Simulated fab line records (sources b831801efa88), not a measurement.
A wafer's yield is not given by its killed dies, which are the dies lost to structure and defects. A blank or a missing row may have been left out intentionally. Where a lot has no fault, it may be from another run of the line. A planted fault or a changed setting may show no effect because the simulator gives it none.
The tool behind it: which one? || flow sky130 || 13 lots with 39 wafers sampled at 4 steps, on a route of 708 steps

WHAT EACH GAUGE READ, for each wafer
SKY_POLY_GATE_THK_MEAS_21. Usual: POLY_GATE_OXIDATION_THK gives 4.02 nm (standard deviation 0.071).
{"lot": "L756", "measured": "day 16 16:13", "on": "film_metro-03", "POLY_GATE_OXIDATION_THK (nm)": "3.98 3.88 3.91", "flag": ""}
{"lot": "L757", "measured": "day 16 20:23", "on": "film_metro-03", "POLY_GATE_OXIDATION_THK (nm)": "3.96 3.97 3.89", "flag": ""}
{"lot": "L758", "measured": "day 17 05:20", "on": "film_metro-01", "POLY_GATE_OXIDATION_THK (nm)": "3.94 3.94 4.09", "flag": ""}
{"lot": "L763", "measured": "day 19 05:02", "on": "film_metro-03", "POLY_GATE_OXIDATION_THK (nm)": "3.99 3.95 3.97", "flag": ""}
{"lot": "L765", "measured": "day 20 13:29", "on": "film_metro-01", "POLY_GATE_OXIDATION_THK (nm)": "4.05 4.06 4.03", "flag": ""}
{"lot": "L770", "measured": "day 22 07:19", "on": "film_metro-01", "POLY_GATE_OXIDATION_THK (nm)": "4.07 3.97 4.07", "flag": ""}
{"lot": "L771", "measured": "day 22 19:23", "on": "film_metro-01", "POLY_GATE_OXIDATION_THK (nm)": "4.03 3.99 4.03", "flag": ""}
{"lot": "L773", "measured": "day 23 06:02", "on": "film_metro-01", "POLY_GATE_OXIDATION_THK (nm)": "4.06 3.96 4.01", "flag": ""}
{"lot": "L774", "measured": "day 23 09:23", "on": "film_metro-03", "POLY_GATE_OXIDATION_THK (nm)": "4.02 4.11 4.13", "flag": ""}
{"lot": "L775", "measured": "day 23 15:58", "on": "film_metro-04", "POLY_GATE_OXIDATION_THK (nm)": "3.99 4.05 4.05", "flag": ""}
{"lot": "L776", "measured": "day 24 07:22", "on": "film_metro-03", "POLY_GATE_OXIDATION_THK (nm)": "3.95 4.07 4.00", "flag": ""}
{"lot": "L777", "measured": "day 24 12:49", "on": "film_metro-04", "POLY_GATE_OXIDATION_THK (nm)": "3.92 3.88 3.95", "flag": ""}
{"lot": "L779", "measured": "day 24 17:43", "on": "film_metro-03", "POLY_GATE_OXIDATION_THK (nm)": "3.99 3.88 3.86", "flag": ""}

SKY_LDD_P_TW_MEAS_11. Usual: LDD_P_TW gives 624 (standard deviation 11).
{"lot": "L756", "measured": "day 19 03:35", "on": "film_metro-03", "LDD_P_TW": "629 627 626", "flag": ""}
{"lot": "L757", "measured": "day 19 07:31", "on": "film_metro-02", "LDD_P_TW": "619 616 618", "flag": ""}
{"lot": "L758", "measured": "day 19 16:28", "on": "film_metro-02", "LDD_P_TW": "616 613 615", "flag": ""}
{"lot": "L763", "measured": "day 21 19:43", "on": "film_metro-02", "LDD_P_TW": "612 613 615", "flag": ""}
{"lot": "L765", "measured": "day 23 03:52", "on": "film_metro-04", "LDD_P_TW": "646 640 641", "flag": ""}
{"lot": "L770", "measured": "day 24 20:21", "on": "film_metro-02", "LDD_P_TW": "621 621 619", "flag": ""}
{"lot": "L771", "measured": "day 25 08:58", "on": "film_metro-02", "LDD_P_TW": "614 614 616", "flag": ""}
{"lot": "L773", "measured": "day 25 19:12", "on": "film_metro-03", "LDD_P_TW": "629 627 630", "flag": ""}
{"lot": "L774", "measured": "day 25 22:11", "on": "film_metro-03", "LDD_P_TW": "629 628 627", "flag": ""}
{"lot": "L775", "measured": "day 26 05:07", "on": "film_metro-02", "LDD_P_TW": "616 615 612", "flag": ""}
{"lot": "L776", "measured": "day 26 19:13", "on": "film_metro-04", "LDD_P_TW": "639 642 638", "flag": ""}
{"lot": "L777", "measured": "day 27 00:31", "on": "film_metro-02", "LDD_P_TW": "610 610 611", "flag": ""}
{"lot": "L779", "measured": "day 27 06:08", "on": "film_metro-02", "LDD_P_TW": "611 608 611", "flag": ""}

WHICH TOOL RAN EACH LOT (tool, then ch and the chambers of the sampled wafers, then the start)
{"lot": "L756", "SKY_GATE_OXIDE_STRIP_13": "plasma_asher-03 ch 0,1, day 14 02:55", "SKY_LDD_N_IMPLANT_14": "implanter-01 ch 0, day 17 21:43"}
{"lot": "L757", "SKY_GATE_OXIDE_STRIP_13": "plasma_asher-03 ch 0,1, day 14 06:08", "SKY_LDD_N_IMPLANT_14": "implanter-04 ch 0, day 18 01:52"}
{"lot": "L758", "SKY_GATE_OXIDE_STRIP_13": "plasma_asher-01 ch 0,1, day 14 11:26", "SKY_LDD_N_IMPLANT_14": "implanter-01 ch 0, day 18 10:53"}
{"lot": "L763", "SKY_GATE_OXIDE_STRIP_13": "plasma_asher-01 ch 0,1, day 16 09:28", "SKY_LDD_N_IMPLANT_14": "implanter-04 ch 0, day 20 12:37"}
{"lot": "L765", "SKY_GATE_OXIDE_STRIP_13": "plasma_asher-04 ch 0,1, day 17 12:55", "SKY_LDD_N_IMPLANT_14": "implanter-04 ch 0, day 21 21:01"}
{"lot": "L770", "SKY_GATE_OXIDE_STRIP_13": "plasma_asher-01 ch 0,1, day 19 12:22", "SKY_LDD_N_IMPLANT_14": "implanter-02 ch 0, day 23 14:20"}
{"lot": "L771", "SKY_GATE_OXIDE_STRIP_13": "plasma_asher-03 ch 0,1, day 19 22:18", "SKY_LDD_N_IMPLANT_14": "implanter-01 ch 0, day 24 02:49"}
{"lot": "L773", "SKY_GATE_OXIDE_STRIP_13": "plasma_asher-01 ch 0,1, day 20 07:19", "SKY_LDD_N_IMPLANT_14": "implanter-02 ch 0, day 24 13:11"}
{"lot": "L774", "SKY_GATE_OXIDE_STRIP_13": "plasma_asher-01 ch 0,1, day 20 09:55", "SKY_LDD_N_IMPLANT_14": "implanter-02 ch 0, day 24 15:50"}
{"lot": "L775", "SKY_GATE_OXIDE_STRIP_13": "plasma_asher-03 ch 1, day 20 19:49", "SKY_LDD_N_IMPLANT_14": "implanter-04 ch 0, day 24 22:28"}
{"lot": "L776", "SKY_GATE_OXIDE_STRIP_13": "plasma_asher-01 ch 1, day 21 12:13", "SKY_LDD_N_IMPLANT_14": "implanter-01 ch 0, day 25 13:43"}
{"lot": "L777", "SKY_GATE_OXIDE_STRIP_13": "plasma_asher-01 ch 0,1, day 21 13:58", "SKY_LDD_N_IMPLANT_14": "implanter-04 ch 0, day 25 19:01"}
{"lot": "L779", "SKY_GATE_OXIDE_STRIP_13": "plasma_asher-03 ch 0,1, day 21 22:49", "SKY_LDD_N_IMPLANT_14": "implanter-02 ch 0, day 26 00:41"}
- SKY_GATE_OXIDE_STRIP_13: strips in O2/N2.
- SKY_LDD_N_IMPLANT_14

WHAT THE TOOLS THEMSELVES READ (means of the sampled wafers that have a number; where no wafer has one, the mark that the record gives instead)
SKY_GATE_OXIDE_STRIP_13. Usual: drypump_motor_current_A 5.4 A, standard deviation 0.38; n2_flow_sccm 300.1 sccm, standard deviation 0.85; oes_product_au 0.715 a.u., standard deviation 0.0043; strip_time_to_endpoint_s 14.20 s, standard deviation 0.04.
{"lot": "L756", "tool": "plasma_asher-03", "drypump_motor_current_A (A)": 5.7, "n2_flow_sccm (sccm)": 300.3, "oes_product_au (a.u.)": 0.715, "strip_time_to_endpoint_s (s)": 14.12, "flag": ""}
{"lot": "L757", "tool": "plasma_asher-03", "drypump_motor_current_A (A)": 5.6, "n2_flow_sccm (sccm)": 300.2, "oes_product_au (a.u.)": 0.712, "strip_time_to_endpoint_s (s)": 14.22, "flag": ""}
{"lot": "L758", "tool": "plasma_asher-01", "drypump_motor_current_A (A)": 5.1, "n2_flow_sccm (sccm)": 301.0, "oes_product_au (a.u.)": 0.713, "strip_time_to_endpoint_s (s)": 14.21, "flag": ""}
{"lot": "L763", "tool": "plasma_asher-01", "drypump_motor_current_A (A)": 5.4, "n2_flow_sccm (sccm)": 299.5, "oes_product_au (a.u.)": 0.714, "strip_time_to_endpoint_s (s)": 14.15, "flag": ""}
{"lot": "L765", "tool": "plasma_asher-04", "drypump_motor_current_A (A)": 5.5, "n2_flow_sccm (sccm)": 299.7, "oes_product_au (a.u.)": 0.720, "strip_time_to_endpoint_s (s)": 14.22, "flag": ""}
{"lot": "L770", "tool": "plasma_asher-01", "drypump_motor_current_A (A)": 5.4, "n2_flow_sccm (sccm)": 301.3, "oes_product_au (a.u.)": 0.717, "strip_time_to_endpoint_s (s)": 14.25, "flag": ""}
{"lot": "L771", "tool": "plasma_asher-03", "drypump_motor_current_A (A)": 5.6, "n2_flow_sccm (sccm)": 300.5, "oes_product_au (a.u.)": 0.713, "strip_time_to_endpoint_s (s)": 14.19, "flag": ""}
{"lot": "L773", "tool": "plasma_asher-01", "drypump_motor_current_A (A)": 5.2, "n2_flow_sccm (sccm)": 300.0, "oes_product_au (a.u.)": 0.713, "strip_time_to_endpoint_s (s)": 14.18, "flag": ""}
{"lot": "L774", "tool": "plasma_asher-01", "drypump_motor_current_A (A)": 5.4, "n2_flow_sccm (sccm)": 299.5, "oes_product_au (a.u.)": 0.718, "strip_time_to_endpoint_s (s)": 14.20, "flag": ""}
{"lot": "L775", "tool": "plasma_asher-03", "drypump_motor_current_A (A)": 5.9, "n2_flow_sccm (sccm)": 299.6, "oes_product_au (a.u.)": 0.718, "strip_time_to_endpoint_s (s)": 14.19, "flag": ""}
{"lot": "L776", "tool": "plasma_asher-01", "drypump_motor_current_A (A)": 5.7, "n2_flow_sccm (sccm)": 299.2, "oes_product_au (a.u.)": 0.715, "strip_time_to_endpoint_s (s)": 14.17, "flag": ""}
{"lot": "L777", "tool": "plasma_asher-01", "drypump_motor_current_A (A)": 5.2, "n2_flow_sccm (sccm)": 300.1, "oes_product_au (a.u.)": 0.712, "strip_time_to_endpoint_s (s)": 14.24, "flag": ""}
{"lot": "L779", "tool": "plasma_asher-03", "drypump_motor_current_A (A)": 5.6, "n2_flow_sccm (sccm)": 300.0, "oes_product_au (a.u.)": 0.718, "strip_time_to_endpoint_s (s)": 14.20, "flag": ""}

SKY_LDD_N_IMPLANT_14. Usual: dose_ions_cm2 5.001e+12, standard deviation 5.4e+09; faraday_current_uA 28.1, standard deviation 0.54; rotation_deg 180.00 degrees, standard deviation 0.043.
{"lot": "L756", "tool": "implanter-01", "dose_ions_cm2": 5.000e+12, "faraday_current_uA": 28.0, "rotation_deg (degrees)": 179.99, "flag": ""}
{"lot": "L757", "tool": "implanter-04", "dose_ions_cm2": 5.001e+12, "faraday_current_uA": 28.2, "rotation_deg (degrees)": 179.99, "flag": ""}
{"lot": "L758", "tool": "implanter-01", "dose_ions_cm2": 5.008e+12, "faraday_current_uA": 28.3, "rotation_deg (degrees)": 180.00, "flag": ""}
{"lot": "L763", "tool": "implanter-04", "dose_ions_cm2": 3.526e+12, "faraday_current_uA": 19.8, "rotation_deg (degrees)": 179.99, "flag": "OFF"}
{"lot": "L765", "tool": "implanter-04", "dose_ions_cm2": 3.530e+12, "faraday_current_uA": 20.4, "rotation_deg (degrees)": 180.02, "flag": "OFF"}
{"lot": "L770", "tool": "implanter-02", "dose_ions_cm2": 5.001e+12, "faraday_current_uA": 28.5, "rotation_deg (degrees)": 180.01, "flag": ""}
{"lot": "L771", "tool": "implanter-01", "dose_ions_cm2": 5.010e+12, "faraday_current_uA": 27.8, "rotation_deg (degrees)": 180.03, "flag": ""}
{"lot": "L773", "tool": "implanter-02", "dose_ions_cm2": 5.006e+12, "faraday_current_uA": 27.9, "rotation_deg (degrees)": 180.00, "flag": ""}
{"lot": "L774", "tool": "implanter-02", "dose_ions_cm2": 4.997e+12, "faraday_current_uA": 27.8, "rotation_deg (degrees)": 179.97, "flag": ""}
{"lot": "L775", "tool": "implanter-04", "dose_ions_cm2": 4.992e+12, "faraday_current_uA": 28.0, "rotation_deg (degrees)": 180.02, "flag": ""}
{"lot": "L776", "tool": "implanter-01", "dose_ions_cm2": 4.999e+12, "faraday_current_uA": 27.9, "rotation_deg (degrees)": 180.00, "flag": ""}
{"lot": "L777", "tool": "implanter-04", "dose_ions_cm2": 4.999e+12, "faraday_current_uA": 28.6, "rotation_deg (degrees)": 179.99, "flag": ""}
{"lot": "L779", "tool": "implanter-02", "dose_ions_cm2": 5.002e+12, "faraday_current_uA": 28.4, "rotation_deg (degrees)": 180.04, "flag": ""}

THE ANSWER, worked out from the rows above alone
Rule: lot off if the mean of its wafers having a number is beyond 3 standard deviations from the usual mean. A lot without any number at a reading at which 4 lots or more have one is off too. The other lots that the step has rows for count as sound. The gauges are gone through in route order, then the tools' own readings, and for those a lot's mean is taken as printed above. At the first step where some lot is off, the reading lying furthest off is the one used; lots without a number count as furthest.
Off: L763, L765, at SKY_LDD_N_IMPLANT_14 (dose_ions_cm2).
A tool fits if, at that step or a process step before it, it ran every lot that is off, and no sound lot after the first of them. No candidate that was tried fits.

WHAT WAS PUT IN BY THE SIMULATOR
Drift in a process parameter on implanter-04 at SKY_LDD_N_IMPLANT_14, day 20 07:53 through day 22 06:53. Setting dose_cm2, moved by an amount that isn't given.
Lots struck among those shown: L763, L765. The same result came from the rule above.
